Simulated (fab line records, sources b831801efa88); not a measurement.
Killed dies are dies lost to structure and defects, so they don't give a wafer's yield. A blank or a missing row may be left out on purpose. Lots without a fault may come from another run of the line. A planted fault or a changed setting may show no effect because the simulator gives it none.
Chamber matching | flow gf180mcu | GF_V1_CMP_04 on cmp-02: 4 sister chambers
The step polishes SiO2. 7 wafers are shown with their chamber, then 6 later ones without.

WAFERS WITH THEIR CHAMBER
wafer  | chamber | time_to_endpoint_s (s) | motor_current_A (A)
L748.4 | 2       | 83                     | 12.4
L756.5 | 0       | 81                     | 11.9
L757.1 | 2       | 81                     | 11.3
L757.6 | 3       | 72                     | 12.0
L759.1 | 1       | 73                     | 12.2
L759.4 | 3       | 75                     | 12.5
L759.5 | 1       | 83                     | 12.0

WAFERS WITHOUT THEIR CHAMBER
wafer  | time_to_endpoint_s (s) | motor_current_A (A)
L762.2 | 78                     | 12.0
L762.5 | 68                     | 12.0
L762.6 | 82                     | 11.2
L766.2 | 71                     | 12.1
L766.3 | 63                     | 11.6
L766.6 | 71                     | 12.4

WHICH CHAMBER EACH WENT THROUGH
wafer  | from the rows above               | in truth
L762.2 | can't be placed: 1 or 0 or 2 or 3 | 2
L762.5 | can't be placed: 3 or 1 or 0 or 2 | 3
L762.6 | can't be placed: 2 or 0 or 1 or 3 | 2
L766.2 | can't be placed: 3 or 1 or 0 or 2 | 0
L766.3 | can't be placed: 3 or 1 or 0 or 2 | 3
L766.6 | can't be placed: 3 or 1 or 0      | 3
Placed correctly: 0 of 6. Can't be placed from these rows: 6 (the true chamber is among the candidates in 6). Placed wrongly: 0.
How it was worked out, from the rows above alone: a wafer's distance from a chamber is the root of the sum, over the readings, of the square of ((its reading less the chamber's mean) divided by the reading's scatter). The wafer belongs to the nearest chamber; if the next one is less than 2 further off, it can't be placed. A chamber's mean is the mean of its shown wafers. The scatter: the root of (the sum of the squares of (reading less its chamber's mean) over the shown wafers, divided by (wafers less chambers)).
